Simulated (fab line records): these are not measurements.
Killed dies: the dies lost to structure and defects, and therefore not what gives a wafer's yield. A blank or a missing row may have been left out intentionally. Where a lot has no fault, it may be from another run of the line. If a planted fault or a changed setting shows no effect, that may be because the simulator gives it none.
fab line records -- flow sky130
record lots=6, wafers=18, last-day=50
route steps=708 shown RES_XHIGH@339 SD_N@342 SD_P@359 PAD_OPEN@708
lots untouched by any fault: they come from a run of this same line in which no faults occurred
start-h: hours from the record's opening day to when the first of the lot's shown wafers began -- wait-h: hours elapsed since this lot's preceding step -- " same as the row above -- L1.1+2: one row covering several wafers at once -- - no value, or no start was given -- * or withheld: withheld -- < > ~ a bound
route shown NAME@n: NAME is a module with steps in the file, n the number in the route of the first one -- usual: the fault-free wafers' mean and standard deviation -- same: alike in all rows -- chamber/n: place in a boat -- sites: readings site by site -- _std_site: the standard deviation of these -- _edge_site: outer sites' mean less inner sites' -- radius-mm: for every site, how far away it sits from the centre of the wafer -- mask NAME#n: copy n -- behind: the last tool/chamber to shape the wafer -- hold: what put the lot on hold/how long, in hours/how the hold closed -- device: names the non-switching transistor (n, p or np) -- end of line: the same wafers' tests at the end of the route -- a step given without rows: its recipe and nothing more -- killed: dies lost to structure and defects at the first sort, not the wafer's yield -- map: a wafer's dies, marking killed ones x, the rest . and places with no die _
set.NAME: the run value of the setting; set.NAME@STEP: its run value at that earlier step -- model.NAME: the simulator's own value behind a step, which no gauge read
a table for each step, a row for each wafer; lots at some steps of the route
services: when a tool's chamber went out of use (start-h, in hours from the record's first day, below 0 if earlier), for how many hours, and the reason
## steps
# step SKY_RES_XHIGH_IMPLANT_07
# recipe species=BF2, energy-kev=20, dose-cm2=3.6e+14, tilt-deg=0
# step SKY_RES_XHIGH_STRIP_08
# recipe chemistry=O2/N2, power-w=1400, pressure-mtorr=1500, platen-temp-c=withheld, o2-flow-sccm=3000, n2-flow-sccm=300, overash-fraction=0.5
# usual drypump-motor-current-A=5.7/0.48, oes-product-au=0.712/0.0042, strip-time-to-endpoint-s=14.26/0.036
lot.wafer,tool,chamber,start-h,wait-h,drypump-motor-current-A,oes-product-au,rf-hours-counter-h,strip-time-to-endpoint-s
L771.1,plasma-asher-02,0,630.63,0.1,5.7,0.721,91,14.24
L771.3,plasma-asher-02,0,630.63,0.1,5.7,0.713,-,14.24
L771.6,plasma-asher-02,0,630.63,0.1,5.7,0.712,-,14.25
L772.3,plasma-asher-02,0,649.95,0.1,5.7,0.710,-,14.27
L772.5,plasma-asher-02,1,649.95,0.1,5.4,0.717,-,14.25
L772.6,plasma-asher-02,0,649.95,0.1,5.7,0.711,-,14.27
L785.3,plasma-asher-01,0,742.46,0.1,5.2,0.714,-,14.23
L785.4,plasma-asher-01,1,742.46,0.1,5.3,0.717,-,14.22
L785.6,plasma-asher-01,0,742.46,0.1,5.3,0.708,-,14.25
L786.2,plasma-asher-03,1,751.58,0.1,6.7,0.711,65,14.27
L786.4,plasma-asher-03,0,751.58,0.1,5.9,0.713,-,14.27
L786.5,plasma-asher-03,0,751.58,0.1,5.9,0.707,-,14.26
L788.2,plasma-asher-03,0,770.88,0.1,5.9,0.712,67,14.27
L788.3,plasma-asher-03,0,770.88,0.1,5.9,0.709,-,14.30
L788.5,plasma-asher-03,0,770.88,0.1,5.8,0.705,-,14.29
L792.1,plasma-asher-01,1,793.93,0.1,5.3,0.709,35,14.23
L792.2,plasma-asher-01,0,793.93,0.1,5.2,0.709,35,14.26
L792.6,plasma-asher-01,0,793.93,0.1,5.2,0.712,-,14.25
# step SKY_RES_XHIGH_TW_MEAS_09
# usual RES_XHIGH_TW=1636/9.7
lot.wafer,tool,chamber,start-h,wait-h,RES_XHIGH_TW
L771.1,film-metro-03,-,630.73,0.1,1646
L771.3,film-metro-03,-,630.73,0.1,1640
L771.6,film-metro-03,-,630.73,0.1,1643
L772.3,film-metro-02,-,650.03,0.1,1630
L772.5,film-metro-02,-,650.03,0.1,1638
L772.6,film-metro-02,-,650.03,0.1,1634
L785.3,film-metro-03,-,742.55,0.1,1652
L785.4,film-metro-03,-,742.55,0.1,1652
L785.6,film-metro-03,-,742.55,0.1,1660
L786.2,film-metro-02,-,751.69,0.1,1619
L786.4,film-metro-02,-,751.69,0.1,1628
L786.5,film-metro-02,-,751.69,0.1,1626
L788.2,film-metro-01,-,770.99,0.1,1647
L788.3,film-metro-01,-,770.99,0.1,1649
L788.5,film-metro-01,-,770.99,0.1,1655
L792.1,film-metro-02,-,794.03,0.1,1631
L792.2,film-metro-02,-,794.03,0.1,1623
L792.6,film-metro-02,-,794.03,0.1,1634
# step SKY_SD_N_DEHYDRATE_00
# recipe temp-c=200, time-s=60
# step SKY_SD_N_HMDS_01
# recipe prime-time-s=60, prime-temp-c=120
# step SKY_SD_N_COAT_02
# recipe resist=NOVOLAK, spin-rpm=3000, resist-thk-nm=1140
# step SKY_SD_N_SOFTBAKE_03
# recipe temp-c=90, time-s=60, resist=NOVOLAK
# step SKY_SD_N_EXPOSE_04
# recipe mask-id=NSDM, na=0.6, source-shape=conventional, sigma-outer=0.6, polarization=unpolarized, target-cd-nm=380, dose-mj=141
# step SKY_SD_N_PEB_05
# recipe temp-c=withheld, time-s=*, resist=NOVOLAK
# step SKY_SD_N_DEVELOP_06
# recipe resist=NOVOLAK, developer=TMAH, develop-time-s=60, dev-temp-c=23
# step SKY_SD_N_CD_MEAS_07
# recipe target-cd-nm=380
# usual cd-nm=380.6/2.7
lot.wafer,tool,chamber,start-h,wait-h,cd-nm
L771.1,cd-sem-01,-,659.46,0.1,377.3
L771.3,cd-sem-01,-,659.46,0.1,377.7
L771.6,cd-sem-01,-,659.46,0.1,378.6
L772.3,cd-sem-02,-,678.70,0.1,378.7
L772.5,cd-sem-02,-,678.70,0.1,379.0
L772.6,cd-sem-02,-,678.70,0.1,380.6
L785.3,cd-sem-02,-,769.87,0.2,381.2
L785.4,cd-sem-02,-,769.87,0.2,379.6
L785.6,cd-sem-02,-,769.87,0.2,381.3
L786.2,cd-sem-02,-,778.38,0.1,381.3
L786.4,cd-sem-02,-,778.38,0.1,381.4
L786.5,cd-sem-02,-,778.38,0.1,380.1
L788.2,cd-sem-02,-,797.53,0.1,380.2
L788.3,cd-sem-02,-,797.53,0.1,379.5
L788.5,cd-sem-02,-,797.53,0.1,383.1
L792.1,cd-sem-02,-,819.93,0.2,382.7
L792.2,cd-sem-02,-,819.93,0.2,381.3
L792.6,cd-sem-02,-,819.93,0.2,382.9
# step SKY_SD_N_OVL_MEAS_08
# usual SD_N_OVL=0.3/1.5
lot.wafer,tool,chamber,start-h,wait-h,SD_N_OVL[nm]
L771.1,overlay-02,-,659.58,0.1,-0.5
L771.3,overlay-02,-,659.58,0.1,-0.6
L771.6,overlay-02,-,659.58,0.1,0.3
L772.3,overlay-02,-,678.79,0.1,3.2
L772.5,overlay-02,-,678.79,0.1,2.5
L772.6,overlay-02,-,678.79,0.1,2.0
L785.3,overlay-01,-,769.96,0.1,-1.4
L785.4,overlay-01,-,769.96,0.1,-0.5
L785.6,overlay-01,-,769.96,0.1,0.4
L786.2,overlay-02,-,778.49,0.1,0.1
L786.4,overlay-02,-,778.49,0.1,0.9
L786.5,overlay-02,-,778.49,0.1,-1.5
L788.2,overlay-02,-,797.63,0.1,1.7
L788.3,overlay-02,-,797.63,0.1,0.6
L788.5,overlay-02,-,797.63,0.1,-1.0
L792.1,overlay-01,-,820.05,0.1,-0.3
L792.2,overlay-01,-,820.05,0.1,1.1
L792.6,overlay-01,-,820.05,0.1,1.3
# step SKY_SD_N_IMPLANT_09
# recipe species=As, energy-kev=50, dose-cm2=4e+15, tilt-deg=0
# usual beam-energy-keV=49.997/0.014
lot.wafer,tool,chamber,start-h,wait-h,beam-energy-keV,model.implant.rp-nm,model.implant.drp-nm
L771.1,implanter-02,0,659.61,0.0,49.993,32.27,14.11
L771.3,implanter-02,0,659.61,0.0,50.025,32.27,14.11
L771.6,implanter-02,0,659.61,0.0,50.000,32.27,14.11
L772.3,implanter-01,0,678.86,0.1,49.972,31.4,14.11
L772.5,implanter-01,0,678.86,0.1,49.978,31.4,14.11
L772.6,implanter-01,0,678.86,0.1,49.989,31.4,14.11
L785.3,implanter-01,0,770.03,0.1,41.309,28.47,12.25
L785.4,implanter-01,0,770.03,0.1,41.324,28.47,12.25
L785.6,implanter-01,0,770.03,0.1,41.331,28.47,12.25
L786.2,implanter-01,0,778.54,0.0,41.332,27.1,12.25
L786.4,implanter-01,0,778.54,0.0,41.327,27.1,12.25
L786.5,implanter-01,0,778.54,0.0,41.321,27.1,12.25
L788.2,implanter-03,0,797.69,0.0,49.997,31.72,14.11
L788.3,implanter-03,0,797.69,0.0,50.006,31.72,14.11
L788.5,implanter-03,0,797.69,0.0,50.012,31.72,14.11
L792.1,implanter-02,0,820.09,0.0,49.982,33.65,14.11
L792.2,implanter-02,0,820.09,0.0,49.965,33.65,14.11
L792.6,implanter-02,0,820.09,0.0,49.987,33.65,14.11
# step SKY_SD_N_IMPLANT_10
# recipe species=P, energy-kev=20, dose-cm2=1e+14, tilt-deg=0
# step SKY_SD_N_STRIP_11
# recipe chemistry=O2/N2, power-w=1400, pressure-mtorr=1500, platen-temp-c=withheld, o2-flow-sccm=3000, n2-flow-sccm=300, overash-fraction=0.5
# usual drypump-motor-current-A=5.5/0.39, oes-product-au=0.528/0.0047, strip-time-to-endpoint-s=22.56/0.036
lot.wafer,tool,chamber,start-h,wait-h,drypump-motor-current-A,oes-product-au,rf-hours-counter-h,strip-time-to-endpoint-s
L771.1,plasma-asher-03,0,659.91,0.1,5.8,0.524,57,22.55
L771.3,plasma-asher-03,1,659.91,0.1,6.7,0.533,-,22.58
L771.6,plasma-asher-03,1,659.91,0.1,6.7,0.533,-,22.61
L772.3,plasma-asher-04,0,679.14,0.1,5.2,0.531,-,22.59
L772.5,plasma-asher-04,0,679.14,0.1,5.2,0.534,-,22.54
L772.6,plasma-asher-04,1,679.14,0.1,5.2,0.524,-,22.59
L785.3,plasma-asher-03,1,770.31,0.1,6.7,0.543,-,21.29
L785.4,plasma-asher-03,0,770.31,0.1,5.9,0.541,-,21.25
L785.6,plasma-asher-03,1,770.31,0.1,6.7,0.548,-,21.23
L786.2,plasma-asher-04,1,778.82,0.1,5.2,0.540,89,21.28
L786.4,plasma-asher-04,1,778.82,0.1,5.2,0.543,-,21.26
L786.5,plasma-asher-04,1,778.82,0.1,5.1,0.547,-,21.25
L788.2,plasma-asher-04,0,797.96,0.1,5.2,0.519,91,22.50
L788.3,plasma-asher-04,0,797.96,0.1,5.2,0.529,-,22.57
L788.5,plasma-asher-04,0,797.96,0.1,5.2,0.525,-,22.52
L792.1,plasma-asher-02,1,820.39,0.1,5.4,0.527,7,22.51
L792.2,plasma-asher-02,0,820.39,0.1,5.7,0.526,7,22.48
L792.6,plasma-asher-02,0,820.39,0.1,5.7,0.529,-,22.49
# step SKY_SD_N_TW_MEAS_12
# usual SD_N_TW=3977/24
lot.wafer,tool,chamber,start-h,wait-h,SD_N_TW
L771.1,film-metro-01,-,660.01,0.1,3967
L771.3,film-metro-01,-,660.01,0.1,4014
L771.6,film-metro-01,-,660.01,0.1,3996
L772.3,film-metro-03,-,679.23,0.1,3974
L772.5,film-metro-03,-,679.23,0.1,3987
L772.6,film-metro-03,-,679.23,0.1,3985
L785.3,film-metro-01,-,770.40,0.1,3822
L785.4,film-metro-01,-,770.40,0.1,3803
L785.6,film-metro-01,-,770.40,0.1,3827
L786.2,film-metro-02,-,778.93,0.1,3749
L786.4,film-metro-02,-,778.93,0.1,3735
L786.5,film-metro-02,-,778.93,0.1,3745
L788.2,film-metro-02,-,798.07,0.1,3966
L788.3,film-metro-02,-,798.07,0.1,3955
L788.5,film-metro-02,-,798.07,0.1,3953
L792.1,film-metro-01,-,820.49,0.1,3987
L792.2,film-metro-01,-,820.49,0.1,3995
L792.6,film-metro-01,-,820.49,0.1,4011
# step SKY_SD_N_CLEAN_13
# recipe chemistry=SC1/SC2, mix=1:4:20, temp-c=70, time-s=150, dry=n2-spin
# step SKY_SD_N_RTA_14
# recipe temp-c=1075, time-s=2, idle-temp-c=650, ramp-up-c-per-s=150, ramp-down-c-per-s=90, ambient=N2
# usual anneal-temp-c-max=1081.4/1.7, lamp-power-pct=15.73/0.053, ramp-down-c-per-s=90.001/0.017, wafer_temp_C_max=1078.1/1.5
lot.wafer,tool,chamber,start-h,wait-h,anneal-temp-c-max,lamp-power-pct,ramp-down-c-per-s,wafer_temp_C_max
L771.1,rtp-anneal-02,0,660.12,0.0,1082.2,15.66,89.989,1077.3
L771.3,rtp-anneal-02,0,660.12,0.0,1083.8,15.79,89.989,1078.7
L771.6,rtp-anneal-02,0,660.12,0.0,1082.8,15.75,90.028,1078.1
L772.3,rtp-anneal-01,0,679.34,0.0,1081.7,15.67,90.020,1078.5
L772.5,rtp-anneal-01,0,679.34,0.0,1080.2,15.74,89.986,1076.4
L772.6,rtp-anneal-01,0,679.34,0.0,1080.1,15.69,90.028,1078.6
L785.3,rtp-anneal-02,0,770.51,0.0,1079.7,15.73,90.023,1077.8
L785.4,rtp-anneal-02,0,770.51,0.0,1080.6,15.68,90.011,1078.5
L785.6,rtp-anneal-02,0,770.51,0.0,1084.0,15.79,89.976,1077.5
L786.2,rtp-anneal-01,0,779.09,0.0,1081.0,15.69,89.992,1079.4
L786.4,rtp-anneal-01,0,779.09,0.0,1080.7,15.80,89.989,1075.5
L786.5,rtp-anneal-01,0,779.09,0.0,1080.5,15.75,89.999,1076.4
L788.2,rtp-anneal-01,0,798.19,0.0,1082.0,15.84,90.003,1076.3
L788.3,rtp-anneal-01,0,798.19,0.0,1079.8,15.80,89.991,1078.0
L788.5,rtp-anneal-01,0,798.19,0.0,1080.6,15.77,90.011,1078.3
L792.1,rtp-anneal-01,0,820.60,0.0,1080.1,15.73,89.983,1076.5
L792.2,rtp-anneal-01,0,820.60,0.0,1079.9,15.77,89.996,1080.3
L792.6,rtp-anneal-01,0,820.60,0.0,1080.3,15.69,90.010,1080.7
# step SKY_SD_N_RS_MEAS_16
# recipe thk-meas-gauge=four-point-probe
# usual SD_N_RS=68.49/0.12
lot.wafer,tool,chamber,start-h,wait-h,SD_N_RS[ohm/sq]
L771.1,film-metro-02,-,660.29,0.1,68.82
L771.3,film-metro-02,-,660.29,0.1,68.74
L771.6,film-metro-02,-,660.29,0.1,68.73
L772.3,film-metro-02,-,679.53,0.1,68.41
L772.5,film-metro-02,-,679.53,0.1,68.40
L772.6,film-metro-02,-,679.53,0.1,68.48
L785.3,film-metro-03,-,770.70,0.1,74.98
L785.4,film-metro-03,-,770.70,0.1,74.99
L785.6,film-metro-03,-,770.70,0.1,75.03
L786.2,film-metro-02,-,779.27,0.1,75.39
L786.4,film-metro-02,-,779.27,0.1,75.35
L786.5,film-metro-02,-,779.27,0.1,75.17
L788.2,film-metro-02,-,798.37,0.1,68.59
L788.3,film-metro-02,-,798.37,0.1,68.50
L788.5,film-metro-02,-,798.37,0.1,68.51
L792.1,film-metro-02,-,820.78,0.1,68.53
L792.2,film-metro-02,-,820.78,0.1,68.52
L792.6,film-metro-02,-,820.78,0.1,68.54
# step SKY_SD_N_RS_MEAS_17
# recipe thk-meas-gauge=four-point-probe
# usual SD_P_RS=146.9/0.35
lot.wafer,tool,chamber,start-h,wait-h,SD_P_RS[ohm/sq]
L771.1,film-metro-02,-,660.41,0.1,147.7
L771.3,film-metro-02,-,660.41,0.1,147.4
L771.6,film-metro-02,-,660.41,0.1,147.7
L772.3,film-metro-02,-,679.65,0.1,147.4
L772.5,film-metro-02,-,679.65,0.1,146.9
L772.6,film-metro-02,-,679.65,0.1,147.1
L785.3,film-metro-03,-,770.82,0.1,146.3
L785.4,film-metro-03,-,770.82,0.1,146.8
L785.6,film-metro-03,-,770.82,0.1,146.5
L786.2,film-metro-02,-,779.39,0.1,147.0
L786.4,film-metro-02,-,779.39,0.1,147.0
L786.5,film-metro-02,-,779.39,0.1,146.8
L788.2,film-metro-02,-,798.49,0.1,146.7
L788.3,film-metro-02,-,798.49,0.1,147.1
L788.5,film-metro-02,-,798.49,0.1,147.1
L792.1,film-metro-02,-,820.90,0.1,146.9
L792.2,film-metro-02,-,820.90,0.1,146.4
L792.6,film-metro-02,-,820.90,0.1,146.6
# step SKY_PAD_OPEN_PROBE_99
# usual killed_at_M0_to_M3=45/7.2, killed_at_M4_up=3.0/1.8, killed-at-contacts=25/6.1, killed-at-front-end=14/4.4, killed-at-other=0.2/0.44, killed-dies=88/10, killed-open=48/7.4, killed-short=40/6.3
# same gross-dies=492, killed-at-back-side=0
lot.wafer,tool,chamber,start-h,wait-h,killed_at_M0_to_M3,killed_at_M4_up,killed-at-contacts,killed-at-front-end,killed-at-other,killed-dies,killed-open,killed-short,model.etest.res-ndiff.line-ohm-um,model.etest.res-ndiff.rs-ohm-sq,model.etest.res-ndiff-hv.rs-ohm-sq
L771.1,prober-01,-,1088.32,0.1,58,3,21,7,0,89,46,43,755.5,119.2,113.7
L771.3,prober-01,-,1088.42,0.2,51,0,24,7,0,82,37,45,755.9,119,113.7
L771.6,prober-01,-,1088.57,0.2,56,6,26,12,2,102,50,52,756.1,119.1,114
L772.3,prober-02,-,1102.88,0.2,45,0,32,13,0,90,54,36,784.7,121.4,115.6
L772.5,prober-02,-,1102.98,0.2,46,3,19,9,0,77,41,36,777,120.7,114.8
L772.6,prober-02,-,1103.03,0.2,39,5,15,14,0,73,41,32,764.5,120.6,114.3
L785.3,prober-01,-,1167.50,0.2,40,1,29,14,0,84,45,39,799.8,127,120.6
L785.4,prober-01,-,1167.55,0.2,42,3,27,15,0,87,50,37,794.7,128.5,122.3
L785.6,prober-01,-,1167.65,0.2,51,0,20,13,0,84,45,39,798.6,127.6,121.5
L786.2,prober-01,-,1171.70,0.1,51,6,25,14,0,96,53,43,844.6,131.5,125.5
L786.4,prober-01,-,1171.80,0.2,43,2,24,11,0,80,48,32,840.6,131.2,125.5
L786.5,prober-01,-,1171.85,0.2,57,0,22,17,0,96,56,40,831.3,130.8,125.2
L788.2,prober-01,-,1183.28,0.1,30,5,35,17,0,87,45,42,772.7,120,113.7
L788.3,prober-01,-,1183.33,0.2,50,4,21,19,1,95,50,45,780.3,119.7,114
L788.5,prober-01,-,1183.43,0.2,36,8,17,20,0,81,35,46,776.2,120.9,114.2
L792.1,prober-01,-,1197.56,0.1,46,2,35,13,0,96,51,45,768.8,117.5,111.5
L792.2,prober-01,-,1197.61,0.1,42,2,22,19,0,85,48,37,740.8,116,111.3
L792.6,prober-01,-,1197.81,0.2,45,1,36,15,0,97,49,48,750.6,117,111.1
# killed by level:class
L771.1 VIA1:geometric-particle:open=12 METAL2:geometric-particle:short=9 CONTACT:geometric-particle:open=8 VIA2:geometric-particle:open=8 VIA3:geometric-particle:open=7 VIA1:geometric-particle:short=6 VIA2:geometric-particle:short=6 LI_CONTACT:geometric-particle:open=4
L771.3 METAL2:geometric-particle:short=10 VIA1:geometric-particle:open=9 CONTACT:geometric-particle:open=8 LI_CONTACT:geometric-particle:open=7 VIA1:geometric-particle:short=7 METAL1:geometric-particle:short=6 VIA2:geometric-particle:open=5 CONTACT:geometric-particle:short=4
L771.6 VIA1:geometric-particle:open=14 VIA1:geometric-particle:short=10 CONTACT:geometric-particle:open=9 VIA3:geometric-particle:open=8 LOCAL_INTERCONNECT:geometric-particle:short=6 VIA2:geometric-particle:open=6 METAL1:geometric-particle:short=5 CONTACT:geometric-particle:short=5
L772.3 CONTACT:geometric-particle:open=14 VIA1:geometric-particle:open=11 VIA3:geometric-particle:open=10 LI_CONTACT:geometric-particle:open=9 VIA3:geometric-particle:short=6 METAL1:geometric-particle:short=4 FIELD_ISO:geometric-particle:open=3 FIELD_ISO:geometric-particle:short=3
L772.5 VIA1:geometric-particle:open=10 VIA3:geometric-particle:open=8 CONTACT:geometric-particle:open=6 METAL3:geometric-particle:short=5 LI_CONTACT:geometric-particle:open=5 VIA2:geometric-particle:open=5 CONTACT:geometric-particle:short=4 METAL1:geometric-particle:short=4
L772.6 VIA1:geometric-particle:open=10 VIA2:geometric-particle:open=9 METAL2:geometric-particle:short=5 LI_CONTACT:geometric-particle:open=4 METAL1:geometric-particle:short=4 FIELD_ISO:geometric-particle:open=3 LI_CONTACT:geometric-particle:short=3 LOCAL_INTERCONNECT:geometric-particle:short=3
L785.3 CONTACT:geometric-particle:open=12 METAL1:geometric-particle:short=8 VIA1:geometric-particle:open=8 LI_CONTACT:geometric-particle:open=6 VIA2:geometric-particle:open=6 CONTACT:geometric-particle:short=5 METAL2:geometric-particle:short=5 POLY_GATE:geometric-particle:short=4
L785.4 VIA1:geometric-particle:open=15 CONTACT:geometric-particle:open=10 VIA1:geometric-particle:short=7 CONTACT:geometric-particle:short=6 FIELD_ISO:geometric-particle:open=5 METAL1:geometric-particle:short=5 POLY_GATE:geometric-particle:short=4 LI_CONTACT:geometric-particle:open=4
L785.6 VIA1:geometric-particle:open=13 METAL1:geometric-particle:short=10 VIA3:geometric-particle:open=9 CONTACT:geometric-particle:short=6 VIA1:geometric-particle:short=6 FIELD_ISO:geometric-particle:short=5 POLY_GATE:geometric-particle:open=4 LOCAL_INTERCONNECT:geometric-particle:open=4
L786.2 VIA1:geometric-particle:open=12 CONTACT:geometric-particle:open=10 VIA1:geometric-particle:short=6 LOCAL_INTERCONNECT:geometric-particle:short=5 VIA2:geometric-particle:open=5 METAL1:geometric-particle:open=5 METAL2:geometric-particle:short=5 METAL3:geometric-particle:short=5
L786.4 VIA1:geometric-particle:open=11 CONTACT:geometric-particle:open=9 METAL2:geometric-particle:short=8 POLY_GATE:geometric-particle:open=5 CONTACT:geometric-particle:short=5 LI_CONTACT:geometric-particle:open=5 VIA2:geometric-particle:open=5 FIELD_ISO:geometric-particle:open=4
L786.5 VIA1:geometric-particle:open=12 CONTACT:geometric-particle:short=8 CONTACT:geometric-particle:open=7 VIA3:geometric-particle:open=7 VIA2:geometric-particle:open=7 VIA1:geometric-particle:short=6 VIA2:geometric-particle:short=6 FIELD_ISO:geometric-particle:open=5
L788.2 LI_CONTACT:geometric-particle:open=10 CONTACT:geometric-particle:open=9 FIELD_ISO:geometric-particle:open=7 LI_CONTACT:geometric-particle:short=7 VIA1:geometric-particle:open=6 VIA2:geometric-particle:open=5 FIELD_ISO:geometric-particle:short=4 LOCAL_INTERCONNECT:geometric-particle:short=4
L788.3 METAL1:geometric-particle:short=11 VIA1:geometric-particle:open=10 VIA3:geometric-particle:open=9 VIA2:geometric-particle:open=8 CONTACT:geometric-particle:open=7 LOCAL_INTERCONNECT:geometric-particle:short=5 LI_CONTACT:geometric-particle:open=4 POLY_GATE:geometric-particle:short=3
L788.5 VIA1:geometric-particle:open=8 FIELD_ISO:geometric-particle:short=7 METAL4:geometric-particle:short=7 METAL1:geometric-particle:short=6 METAL3:geometric-particle:short=6 CONTACT:geometric-particle:open=5 VIA3:geometric-particle:open=5 POLY_GATE:geometric-particle:open=4
L792.1 CONTACT:geometric-particle:open=12 METAL2:geometric-particle:short=9 VIA2:geometric-particle:open=8 CONTACT:geometric-particle:short=7 VIA1:geometric-particle:open=7 VIA3:geometric-particle:open=7 LI_CONTACT:geometric-particle:open=6 LOCAL_INTERCONNECT:geometric-particle:short=6
L792.2 VIA1:geometric-particle:open=13 VIA3:geometric-particle:open=8 LI_CONTACT:geometric-particle:open=7 POLY_GATE:geometric-particle:short=6 POLY_GATE:geometric-particle:open=6 CONTACT:geometric-particle:short=6 FIELD_ISO:geometric-particle:open=4 VIA2:geometric-particle:open=4
L792.6 CONTACT:geometric-particle:open=13 VIA1:geometric-particle:open=11 LOCAL_INTERCONNECT:geometric-particle:short=10 FIELD_ISO:geometric-particle:short=8 CONTACT:geometric-particle:short=6 VIA1:geometric-particle:short=6 VIA2:geometric-particle:open=6 VIA3:geometric-particle:short=5
## services
tool,chamber,start-h,hours,kind
plasma-asher-04,-,640.21,1.2,repair
plasma-asher-04,-,641.40,2.8,pm
implanter-01,-,654.81,5.5,pm
rtp-anneal-02,-,655.01,5.1,pm
implanter-03,-,680.02,1.8,repair
implanter-02,-,687.14,1.8,repair
implanter-02,-,708.69,38.7,repair
plasma-asher-03,-,719.81,0.5,repair
plasma-asher-03,-,724.72,9.7,repair
plasma-asher-02,-,733.75,9.0,pm
plasma-asher-02,0,733.75,9.0,vent-cycle
plasma-asher-02,1,733.75,9.0,vent-cycle
plasma-asher-02,0,742.75,-,clean
plasma-asher-02,1,742.75,-,clean
implanter-03,-,752.46,6.2,pm
plasma-asher-01,-,758.28,3.2,repair
plasma-asher-02,-,812.97,2.8,pm
## key
first-sign step=SKY_SD_N_IMPLANT_09, reading=beam-energy-keV, direction=down, sigmas=99+, usual=*, struck=*
effect step=SKY_SD_N_STRIP_11, reading=strip-time-to-endpoint-s, direction=down, sigmas=37, usual=*, struck=*
effect step=SKY_SD_N_TW_MEAS_12, reading=SD_N_TW, direction=down, sigmas=8.3, usual=3977, struck=3780
effect step=SKY_SD_N_RS_MEAS_16, reading=SD_N_RS, direction=up, sigmas=53, usual=68.49, struck=75.15
model-effect step=SKY_SD_N_IMPLANT_09, value=implant.rp-nm, without=32.41, struck=27.79
model-effect step=SKY_PAD_OPEN_PROBE_99, value=etest.res-ndiff.line-ohm-um, without=756.2, struck=818.3
met-at SKY_SD_N_IMPLANT_09
struck-wafers L785.3,L785.4,L785.6,L786.2,L786.4,L786.5
tester-left-out L785,L786
onset-between 678.86 770.03
fault kind=process-parameter-drift, tool=implanter-01, chamber=-, onset-h=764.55, steps=SKY_SD_N_IMPLANT_09, channel=energy-kev, offset=*, shape=step, end-h=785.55, acts-in=*, stated=*
# tester-left-out: of these lots the tester's yield and bins aren't shown, on N5 and GAA mostly nor the transistor test; their killed dies are dies lost to structure and defects alone, not to doping, threshold or leakage, so they don't give the yield
